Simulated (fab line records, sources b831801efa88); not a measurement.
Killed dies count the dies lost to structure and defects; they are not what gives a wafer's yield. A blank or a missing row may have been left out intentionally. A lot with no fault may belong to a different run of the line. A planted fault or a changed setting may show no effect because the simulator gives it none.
Struck lot and sound lot, side by side + flow sky130 + 15 out of 708 route steps
Sound: the wafers L422.2, L422.4, L422.5. The struck wafers were L418.1, L418.5, L418.6. The cause is given at the end.
Per side, at each step with rows, come the tool, then ch with its chambers, and then its first start. Under that, the readings that differ: sound wafers + struck wafers + difference of the means + sigmas: that difference in standard deviations of wafers without a fault.
alike: readings whose means differ by less than 2 such deviations, and words and numbers that are the same on both sides. not compared: withheld readings, readings that some wafer has no value for, bounds like >300 that may hide the same value, and numbers for which the record gives no deviation and whose values overlap.
Wherever a step has rows on one side only, a row that says differs or no value, or a row with sigmas, the two part there. Non-overlapping numbers with no deviation appear without sigmas and do not part them. A reading that every wafer of one side lacks parts them only if that side has two wafers or more.

SKY_VIA3_STRIP_16: strips in O2/N2.
  sound on plasma asher-03 ch 1, day 41 15:43; struck on plasma asher-03 ch 0,1, day 40 10:19
| reading                      | sound             | struck            | difference | sigmas |
|------------------------------|-------------------|-------------------|------------|--------|
| strip time to endpoint s (s) | 4.159 4.126 4.180 | 4.125 4.099 4.114 | -0.042     | -2     |
  alike: drypump motor current A, oes product au
  not compared: rf hours counter h
then, 5 steps without rows for these wafers: SKY_VIA3_STRIP_17 (strips in post etch residue remover, time 1200 s); SKY_VIA3_CLEAN_18 (cleans in IPA, time 180 s); SKY_VIA3_CLEAN_19 (cleans in O3/DIW); SKY_VIA3_SPUTTER_20 (material TiN, target thk 20 nm, time 80 s); SKY_VIA3_CVD_21 (deposits W, target thk 390 nm, time 117.31 s).
SKY_VIA3_RS_MEAS_22: a four-point-probe measurement.
  sound on film metro-03 at day 41 16:34; struck on film metro-04 at day 40 11:08
| reading            | sound             | struck            | difference | sigmas |
|--------------------|-------------------|-------------------|------------|--------|
| VIA3_W_RS (ohm/sq) | 0.293 0.292 0.293 | 0.299 0.299 0.300 | +0.007     | +2     |
SKY_VIA3_THK_MEAS_23: measures by xrf.
  sound on film metro-03 at day 41 16:40; struck on film metro-04 at day 40 11:15
  alike: VIA3_W_THK
SKY_VIA3_CMP_24: polishes, stops on SiO2, t overpolish 20 s, target thk 0 nm.
  sound on cmp-02 ch 0,1,2, day 41 16:49; struck on cmp-02 ch 0,3, day 40 11:19
  alike: motor current A, overpolish run s, time to endpoint s
SKY_METAL4_SPUTTER_00: material Ti, target thk 15 nm, time 10 s.
  sound on pvd sputter-02 at day 41 17:01; struck on pvd sputter-01 at day 40 11:37
  alike: cathode dc power W, chamber pressure pa, throttle valve pct
then, 1 step without rows for these wafers: SKY_METAL4_SPUTTER_01 (material TiN, target thk 20 nm, time 16.7 s).
SKY_METAL4_SPUTTER_02: material AlCu, target thk 735 nm, time 39.1 s.
  sound on pvd sputter-02 at day 41 17:04; struck on pvd sputter-01 at day 40 11:40
  alike: cathode dc power W, chamber pressure pa, throttle valve pct
SKY_METAL4_SPUTTER_03: material Ti, target thk 5 nm, time 3.3 s.
  sound on pvd sputter-02 at day 41 17:07; struck on pvd sputter-01 at day 40 11:42
  no value came back on the struck wafers for cathode dc power W (W), chamber pressure pa (Pa), throttle valve pct (%); on the sound wafers cathode dc power W (W) reads 3000.1 3000.6 3000.0
SKY_METAL4_SPUTTER_04: material TiN, target thk 70 nm, time 58.3 s.
  sound on pvd sputter-02 at day 41 17:08; struck on pvd sputter-01 at day 40 11:43
  alike: cathode dc power W, chamber pressure pa, throttle valve pct
-- the record jumps here: 6 days lie between the struck wafers' starts before and after (it left off in module METAL4 and takes up again in module PAD_OPEN, whose first step shown is number 708 of the route) --
SKY_PAD_OPEN_PROBE_99:
  sound on prober-01 at day 47 10:18; struck on prober-02 at day 46 10:08
| reading                       | sound                | struck               | difference | sigmas |
|-------------------------------|----------------------|----------------------|------------|--------|
| model.etest.via4 chain.rc ohm | 0.8282 0.8029 0.7835 | 0.9497 0.9082 0.9129 | +0.1187    |        |
  alike: defect limited yield, killed_at_M0_to_M3, killed_at_M4_up, killed at contacts, killed at front end, killed at other, killed dies, killed open, killed short, sort_bin_3_pad_short, sort_bin_5_function, sort_bin_6_memory, sort n pass, sort yield pct

== WHERE THEY PART ==
First at SKY_VIA3_STRIP_16; last, within this record, at SKY_METAL4_SPUTTER_03. Later steps at which nothing parts them and some readings are alike: SKY_METAL4_SPUTTER_04, SKY_PAD_OPEN_PROBE_99.

WHY: whatever the simulator had introduced
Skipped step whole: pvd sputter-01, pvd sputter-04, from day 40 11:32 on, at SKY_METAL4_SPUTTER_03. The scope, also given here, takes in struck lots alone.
